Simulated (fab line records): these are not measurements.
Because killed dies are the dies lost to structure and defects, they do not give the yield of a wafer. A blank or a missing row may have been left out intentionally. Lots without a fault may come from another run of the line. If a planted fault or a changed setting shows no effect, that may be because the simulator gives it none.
One fault through the eyes of 2 desks || flow sky130 || what lay behind the numbers comes last; until then each desk has only its own

## THE METROLOGY DESK
Means of the sampled wafers that have a number, per lot and without regard to the tool the lot ran on: this is what the gauges read. Any lot whose mean is over 4 standard deviations away from the usual mean is out of limits and marked OUT; that distance is given in the brackets.
Columns: A = VT_ADJUST_LVTN_TW at SKY_VT_ADJUST_LVTN_TW_MEAS_10, usual 243.2; B = GATE_OXIDE_TW at SKY_GATE_OXIDE_TW_MEAS_14, usual 226.0; C = POLY_GATE_TW at SKY_RES_PROTECT_TW_MEAS_08, usual 4066
{"lot": "L518", "first seen here": "day 7 01:59", "A": 243.0, "B": 227.4, "C": 4049}
{"lot": "L519", "first seen here": "day 7 09:36", "A": 243.2, "B": 228.0, "C": 4069}
{"lot": "L520", "first seen here": "day 7 17:29", "A": 242.7, "B": 226.1, "C": 4086}
{"lot": "L521", "first seen here": "day 7 20:05", "A": 243.5, "B": 226.3, "C": 4047}
{"lot": "L524", "first seen here": "day 8 19:28", "A": "229.7 (-11) OUT", "B": 227.3, "C": 4026}
{"lot": "L526", "first seen here": "day 10 03:26", "A": "217.9 (-21) OUT", "B": 227.2, "C": 4060}
{"lot": "L528", "first seen here": "day 10 04:28", "A": "230.4 (-11) OUT", "B": 227.1, "C": 4048}
{"lot": "L531", "first seen here": "day 11 00:32", "A": 243.7, "B": 224.6, "C": 4057}
{"lot": "L533", "first seen here": "day 11 08:54", "A": 241.5, "B": 224.3, "C": 4068}
{"lot": "L536", "first seen here": "day 12 03:11", "A": 243.5, "B": 227.1, "C": 4069}
{"lot": "L537", "first seen here": "day 12 10:17", "A": 242.8, "B": 224.3, "C": 4064}
{"lot": "L538", "first seen here": "day 12 18:08", "A": 242.5, "B": 224.6, "C": 4070}
{"lot": "L539", "first seen here": "day 12 23:19", "A": 242.7, "B": 225.4, "C": 4040}
This desk reports L524, L526, L528 out of limits; the earliest was L524 at day 8 19:28 (VT_ADJUST_LVTN_TW at SKY_VT_ADJUST_LVTN_TW_MEAS_10). In limits: L518, L519, L520, L521, L531, L533, L536, L537, L538, L539.

## FOR THE TOOL OWNER'S DESK: implanter-01
The tool's own readings at SKY_VT_ADJUST_LVTN_IMPLANT_08, given as means over the sampled wafers that have a number, one for each lot that went through this tool. Any lot whose mean is over 4 standard deviations away from the usual mean is out of limits and marked OUT; that distance is given in the brackets.
Columns: A = beam on s at SKY_VT_ADJUST_LVTN_IMPLANT_08, usual 9.96 s; B = end station pressure torr at SKY_VT_ADJUST_LVTN_IMPLANT_08, usual 5.03e-06 Torr
{"lot": "L521", "first seen here": "day 7 19:50", "A": 9.94, "B": 4.99e-06}
{"lot": "L524", "first seen here": "day 8 19:14", "A": 9.71, "B": 5.13e-06}
{"lot": "L526", "first seen here": "day 10 03:13", "A": 10.02, "B": 5.09e-06}
{"lot": "L528", "first seen here": "day 10 04:14", "A": 9.77, "B": 4.78e-06}
{"lot": "L538", "first seen here": "day 12 17:53", "A": 9.94, "B": 5.14e-06}
This desk found nothing out of limits on any of the 5 lots.

## BROUGHT TOGETHER
Metrology desk: alarm possible at day 8 19:28 on L524, L526, L528.
The desk of the tool owner found nothing out of limits.
Tool owner's desk: L524, L526, L528 on record, inside its limits.
All the named lots went through SKY_VT_ADJUST_LVTN_IMPLANT_08 on implanter-01.

## WHAT THE SIMULATOR HAD INSERTED
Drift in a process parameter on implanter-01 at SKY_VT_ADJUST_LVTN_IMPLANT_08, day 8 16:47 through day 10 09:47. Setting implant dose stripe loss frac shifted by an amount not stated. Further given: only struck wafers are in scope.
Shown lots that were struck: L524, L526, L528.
Time in hours between the start of the fault and the first out-of-limits reading at each desk: metrology desk, 3.
